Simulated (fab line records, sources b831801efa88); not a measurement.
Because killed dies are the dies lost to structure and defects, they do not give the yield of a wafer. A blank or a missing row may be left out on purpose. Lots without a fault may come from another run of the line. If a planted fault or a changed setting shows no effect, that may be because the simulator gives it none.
Struck lot and sound lot, side by side    flow sky130    13 steps out of a route of 708
Sound: these wafers, L305.3, L305.4, L305.6. The struck wafers were L291.2, L291.5, L291.6. Last of all comes the cause.
At each step with rows: each side's tool, then ch and its chambers, then its first start. Under that, the readings that differ: sound wafers    struck wafers    difference of the means    sigmas: that difference in standard deviations of wafers without a fault.
alike: readings with means less than 2 such deviations apart, plus words and numbers identical on both sides. not compared: withheld readings, readings lacking a value on some wafer, bounds such as >300 that could conceal the same value, and numbers that have no deviation in the record and whose values overlap.
Wherever a step has rows on one side only, a row that says differs or no value, or a row with sigmas, the two part there. When numbers do not overlap yet have no deviation, they are printed without sigmas and do not part them. A reading that every wafer of one side lacks parts them only if that side has two wafers or more.

first, 5 steps without rows for these wafers: SKY_FIELD_ISO_WET_ETCH_18 (etches Si3N4 in H3PO4, target depth 25 nm, time 286 s); SKY_FIELD_ISO_CLEAN_19 (cleans in SC1/SC2, time 150 s); SKY_FIELD_ISO_CLEAN_20 (cleans in dHF, time 20 s); SKY_FIELD_ISO_WET_ETCH_21 (etches SiO2 in dHF, target depth 20 nm, time 400 s); SKY_FIELD_ISO_OXIDATION_22 (stabilise 600 s, purge 300 s, target thk 10 nm).
SKY_FIELD_ISO_THK_MEAS_23:
  struck on filmMetro-04, day 3 11:32; sound on filmMetro-04, day 6 11:08
  alike: FIELD_ISO_OXIDATION_01_THK
then, 1 step without rows for these wafers: SKY_FIELD_ISO_CVD_24 (deposits SiO2, target thk 595 nm, time 99.2 s).
SKY_FIELD_ISO_THK_MEAS_25:
  struck on filmMetro-01, day 3 11:41; sound on filmMetro-01, day 6 11:16
  alike: FIELD_ISO_CVD_24_THK
then, 1 step without rows for these wafers: SKY_FIELD_ISO_ANNEAL_26 (time 1800 s).
SKY_FIELD_ISO_CMP_27: polishes, stops on Si3N4, t overpolish 16 s, target thk 457.8 nm.
  sound on cmp-02 ch 0,2,3, day 6 16:55; struck on cmp-01 ch 0,1,2, day 3 13:20
  alike: motorCurrentA, overpolishRunS, timeToEndpointS
then, 2 steps without rows for these wafers: SKY_FIELD_ISO_WET_ETCH_28 (etches SiO2 in dHF, target depth 23.7 nm, time 47 s); SKY_FIELD_ISO_WET_ETCH_29 (etches Si3N4 in H3PO4, target depth 160 nm, time 1825 s).
SKY_FIELD_ISO_WET_ETCH_30: etches SiO2 in dHF, target depth 25 nm, time 50 s.
  sound on wetBench-03 ch 1, day 6 18:13; struck on wetBench-03 ch 2, day 3 14:07
  no value came back on the struck wafers for bathHeatDutyPct (%), runLengthS (s), timeS (s); on the sound wafers bathHeatDutyPct (%) reads 7.7 6.3 6.9
reading                                          sound              struck             difference  sigmas
model.SiO2_of_FIELD_ISO_CVD_24.thkNm (nm)        405.4 405.8 405.8  433.9 434.3 435.2  +28.8       
model.SiO2_of_FIELD_ISO_OXIDATION_01.thkNm (nm)  0 0 0              11.37 11.49 11.68  +11.51      

== WHERE THEY PART ==
Only at SKY_FIELD_ISO_WET_ETCH_30, within this record.

WHY: whatever the simulator had introduced
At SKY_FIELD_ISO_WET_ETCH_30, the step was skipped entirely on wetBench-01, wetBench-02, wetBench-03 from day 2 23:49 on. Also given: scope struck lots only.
